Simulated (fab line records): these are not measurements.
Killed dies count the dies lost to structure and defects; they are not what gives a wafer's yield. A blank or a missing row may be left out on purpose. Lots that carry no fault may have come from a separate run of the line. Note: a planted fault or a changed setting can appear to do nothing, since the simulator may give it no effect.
8D (eight disciplines) problem report, filled in by code -- flow sky130 -- the parts of the form that need people (team, actions taken, sign-off) are left out

## 1. WHAT IS WRONG
Across 3 wafers from 3 lots, PASSIVATION_CVD_00_THK at SKY_PASSIVATION_THK_MEAS_01 averages 81.0 nm, while fault-free wafers read 89.6 nm with a standard deviation of 1.5. Relative to the usual mean, that is a shift of -5.8 standard deviations.
Earliest sighting: wafer L652.1 on film metro-03 at day 46 22:52. Wafers with a number at this step in the record: 33, from 11 lots. By rule, "out" or "out of limits" means more than 4 standard deviations away from the usual mean. All remaining wafers that have a number are taken as sound.

## 2. WHAT IT IS, WHAT IT ISN'T
question,is,is not
which readings at this step,PASSIVATION_CVD_00_THK,-
which lots,"L652, L656, L657","L643, L645, L649, L653, L661, L662, L663, L664"
which wafers of those lots,"L652.1, L656.4, L657.5","L652.3, L652.4, L656.3, L656.6, L657.1, L657.3"
read on which gauges,"film metro-02, film metro-03",film metro-04
when,from day 46 22:52,"up to then (11 sound wafers); but 19 sound wafers of L653, L656, L657, L661, L662, L663, L664 came after"

## 3. SUSPECTS, AND WHAT RULES EACH OUT
Counting: any tool at a process step up to the reading remains a suspect provided it ran every lot that is out. Sound lots after the first of them don't rule it out here, since some wafers of a struck lot are sound.
- ruled out: the gauge at SKY_PASSIVATION_THK_MEAS_01. The wafers that are out were read on 2 gauges (film metro-02, film metro-03).
- pecvd-04 at SKY_PASSIVATION_CVD_00 (deposits SiO2, target thk 90 nm): kept. It ran every lot that is out, first L652 (day 46 22:51); its last sound lot up to then is L649 (day 45 21:46).
- Within pecvd-04 at SKY_PASSIVATION_CVD_00: the wafers that are out ran in chamber 0; their sound lot-mates ran in chambers 1, 2.
After counting, what remains is pecvd-04 at SKY_PASSIVATION_CVD_00.

## 4. THE CAUSE (what the simulator had put in)
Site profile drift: pecvd-04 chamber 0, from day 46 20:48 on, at SKY_PASSIVATION_CVD_00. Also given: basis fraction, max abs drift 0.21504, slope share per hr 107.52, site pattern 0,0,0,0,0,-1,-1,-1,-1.
This tool alone remained once counting was done.

## 5. THE EFFECT CHAIN, in route order
Each row: a reading where the mean over the struck wafers with a number is more than 3 standard deviations away from the usual. Only readings whose record carries a usual standard deviation are examined. hours: median over the lots of the time between each lot's start at the first step of this table that gives one and its start at this step. sigmas: the change, counted in usual standard deviations.
hours,step,reading,usual,on struck wafers,change,sigmas
0,SKY_PASSIVATION_THK_MEAS_01,PASSIVATION_CVD_00_THK,89.6 nm,81.0,-8.6,-5.8

## 6. HOW IT WOULD HAVE BEEN CAUGHT EARLIER
Counted from the fault's start at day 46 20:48, it took 2 hours until the first out-of-limits reading at a measuring or inspecting step in this record, taken at day 46 22:52.
Tool readings at SKY_PASSIVATION_CVD_00 with a usual standard deviation given in the record: none out on any struck wafer, hence no alarm at a limit of 4 standard deviations on them.
Among the 3 lots that are out, L656, L657 began SKY_PASSIVATION_CVD_00 on pecvd-04 after day 46 22:52. A hold on the tool at that time would have spared those 2.
